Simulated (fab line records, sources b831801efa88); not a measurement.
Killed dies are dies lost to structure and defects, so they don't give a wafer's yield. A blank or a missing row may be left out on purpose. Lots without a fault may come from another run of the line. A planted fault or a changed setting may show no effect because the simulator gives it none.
Which tool did it? | flow gf180mcu | 14 lots, 42 wafers sampled, at 4 steps of a route of 602

WHAT THE GAUGES READ, wafer by wafer
GF_V4_THK_MEAS_03. Usual: V4_CVD_02_THK 851 nm, standard deviation 10.
lot  | measured     | on            | V4_CVD_02_THK (nm) | flag
L155 | day 24 09:52 | film_metro-02 | 849 862 849        |
L156 | day 24 19:10 | film_metro-01 | 845 858 855        |
L159 | day 25 16:43 | film_metro-01 | 863 841 871        |
L161 | day 26 03:21 | film_metro-02 | 855 845 843        |
L166 | day 27 18:20 | film_metro-02 | 846 853 841        |
L170 | day 28 21:17 | film_metro-02 | 857 876 864        |
L171 | day 29 02:13 | film_metro-03 | 834 837 856        |
L172 | day 29 10:33 | film_metro-03 | 845 852 869        |
L173 | day 29 15:28 | film_metro-02 | 854 839 853        |
L174 | day 30 01:35 | film_metro-01 | 844 848 854        |
L175 | day 30 09:21 | film_metro-03 | 860 859 843        |
L176 | day 30 10:21 | film_metro-01 | 863 856 862        |

WHICH TOOL RAN EACH LOT (tool, then ch and the chambers of the sampled wafers, then the start)
lot  | GF_M4_SPUTTER_00             | GF_M4_DEVELOP_13                  | GF_M4_METAL_ETCH_16
L155 | pvd_sputter-03, day 23 10:29 | litho_track-01 ch 0, day 24 08:41 | rie_metal-03 ch 0,1, day 24 08:59
L156 | pvd_sputter-01, day 23 20:19 | litho_track-02 ch 0, day 24 17:56 | rie_metal-04 ch 0,1, day 24 18:14
L159 | pvd_sputter-01, day 24 18:02 | litho_track-04 ch 0, day 25 15:33 | rie_metal-04 ch 0,1, day 25 15:51
L161 | pvd_sputter-02, day 25 05:14 | litho_track-04 ch 0, day 26 02:13 | rie_metal-03 ch 0,1, day 26 02:30
L164 | pvd_sputter-03, day 26 05:13 | litho_track-02, day 27 02:58      | rie_metal-01 ch 0,1, day 27 03:14
L165 | pvd_sputter-02, day 26 16:10 | litho_track-01, day 27 12:53      | rie_metal-04 ch 0,1, day 27 13:11
L166 | pvd_sputter-02, day 26 20:49 | litho_track-02 ch 0, day 27 17:08 | rie_metal-01 ch 0, day 27 17:26
L170 | pvd_sputter-02, day 28 01:10 | litho_track-01 ch 0, day 28 20:05 | rie_metal-04 ch 0, day 28 20:23
L171 | pvd_sputter-02, day 28 06:09 | litho_track-01 ch 0, day 29 01:04 | rie_metal-03 ch 0,1, day 29 01:20
L172 | pvd_sputter-01, day 28 14:28 | litho_track-01 ch 0, day 29 09:19 | rie_metal-01 ch 0,1, day 29 09:35
L173 | pvd_sputter-03, day 28 19:43 | litho_track-04 ch 0, day 29 14:16 | rie_metal-03 ch 0,1, day 29 14:33
L174 | pvd_sputter-01, day 29 05:46 | litho_track-02 ch 0, day 30 00:08 | rie_metal-04 ch 0,1, day 30 00:26
L175 | pvd_sputter-03, day 29 13:20 | litho_track-02 ch 0, day 30 08:11 | rie_metal-03 ch 0,1, day 30 08:29
L176 | pvd_sputter-01, day 29 15:01 | litho_track-01 ch 0, day 30 09:11 | rie_metal-03 ch 0,1, day 30 09:29
- GF_M4_SPUTTER_00: material Ti, target thk 37.5 nm, time 150 s.
- GF_M4_DEVELOP_13: develop time 60 s.
- GF_M4_METAL_ETCH_16: etches the open film in Cl2/BCl3, stops on SiO2, target depth 750.8 nm, time 125.1 s.

WHAT THE TOOLS THEMSELVES READ (means of the sampled wafers that have a number; where no wafer has one, the mark that the record gives instead)
GF_M4_SPUTTER_00. Usual: throttle_valve_pct 29.8 %, standard deviation 0.98.
lot  | tool           | throttle_valve_pct (%) | flag
L155 | pvd_sputter-03 | 30.5                   |
L156 | pvd_sputter-01 | 28.8                   |
L159 | pvd_sputter-01 | 29.1                   |
L161 | pvd_sputter-02 | 30.2                   |
L164 | pvd_sputter-03 | 29.3                   |
L165 | pvd_sputter-02 | 30.2                   |
L166 | pvd_sputter-02 | 30.7                   |
L170 | pvd_sputter-02 | 30.9                   |
L171 | pvd_sputter-02 | 30.2                   |
L172 | pvd_sputter-01 | 29.5                   |
L173 | pvd_sputter-03 | 30.9                   |
L174 | pvd_sputter-01 | 28.7                   |
L175 | pvd_sputter-03 | 30.4                   |
L176 | pvd_sputter-01 | 29.0                   |

GF_M4_DEVELOP_13. Usual: chill_plate_temp_C 22.97 C, standard deviation 0.099; developer_temp_C 21.01 C, standard deviation 0.12.
lot  | tool           | chill_plate_temp_C (C) | developer_temp_C (C) | flag
L155 | litho_track-01 | 23.07                  | 21.01                |
L156 | litho_track-02 | 22.95                  | 21.05                |
L159 | litho_track-04 | 22.96                  | 20.88                |
L161 | litho_track-04 | 22.99                  | 21.01                |
L164 | litho_track-02 | -                      | -                    | OFF
L165 | litho_track-01 | -                      | -                    | OFF
L166 | litho_track-02 | 22.96                  | 21.11                |
L170 | litho_track-01 | 23.02                  | 20.92                |
L171 | litho_track-01 | 22.89                  | 21.05                |
L172 | litho_track-01 | 23.06                  | 21.01                |
L173 | litho_track-04 | 22.89                  | 20.89                |
L174 | litho_track-02 | 23.00                  | 21.00                |
L175 | litho_track-02 | 22.88                  | 21.17                |
L176 | litho_track-01 | 23.08                  | 21.16                |

GF_M4_METAL_ETCH_16. Usual: drypump_motor_current_A 5.7 A, standard deviation 0.49; oes_product_au 0.992 a.u., standard deviation 0.0065; throttle_valve_pct 28.228 %, standard deviation 0.011.
lot  | tool         | drypump_motor_current_A (A) | oes_product_au (a.u.) | throttle_valve_pct (%) | flag
L155 | rie_metal-03 | 5.3                         | 0.988                 | 28.212                 |
L156 | rie_metal-04 | 6.1                         | 0.984                 | 28.233                 |
L159 | rie_metal-04 | 5.9                         | 0.984                 | 28.236                 |
L161 | rie_metal-03 | 5.2                         | 0.998                 | 28.232                 |
L164 | rie_metal-01 | 6.4                         | 0.993                 | 28.221                 |
L165 | rie_metal-04 | 5.9                         | 0.986                 | 28.233                 |
L166 | rie_metal-01 | 6.6                         | 0.998                 | 28.227                 |
L170 | rie_metal-04 | 6.2                         | 0.994                 | 28.224                 |
L171 | rie_metal-03 | 5.3                         | 0.998                 | 28.226                 |
L172 | rie_metal-01 | 6.4                         | 0.989                 | 28.231                 |
L173 | rie_metal-03 | 5.3                         | 0.993                 | 28.225                 |
L174 | rie_metal-04 | 5.9                         | 0.984                 | 28.238                 |
L175 | rie_metal-03 | 5.3                         | 0.994                 | 28.236                 |
L176 | rie_metal-03 | 5.1                         | 0.993                 | 28.234                 |

THE ANSWER, worked out from the rows above alone
Rule: a lot is off if the mean of its wafers that have a number lies more than 3 standard deviations from the usual mean. A lot without any number at a reading at which 4 lots or more have one is off too. The other lots that the step has rows for count as sound. The gauges are gone through in route order, then the tools' own readings, and for those a lot's mean is taken as printed above. The first step at which some lot is off is used, and at that step the reading that is off furthest; a lot without a number counts as furthest.
Off: L164, L165, at GF_M4_DEVELOP_13 (chill_plate_temp_C). Without a number there: L164, L165.
A tool fits if, at that step or a process step before it, it ran every lot that is off, and no sound lot after the first of them. None of those tried fits.

WHAT THE SIMULATOR HAD PUT IN
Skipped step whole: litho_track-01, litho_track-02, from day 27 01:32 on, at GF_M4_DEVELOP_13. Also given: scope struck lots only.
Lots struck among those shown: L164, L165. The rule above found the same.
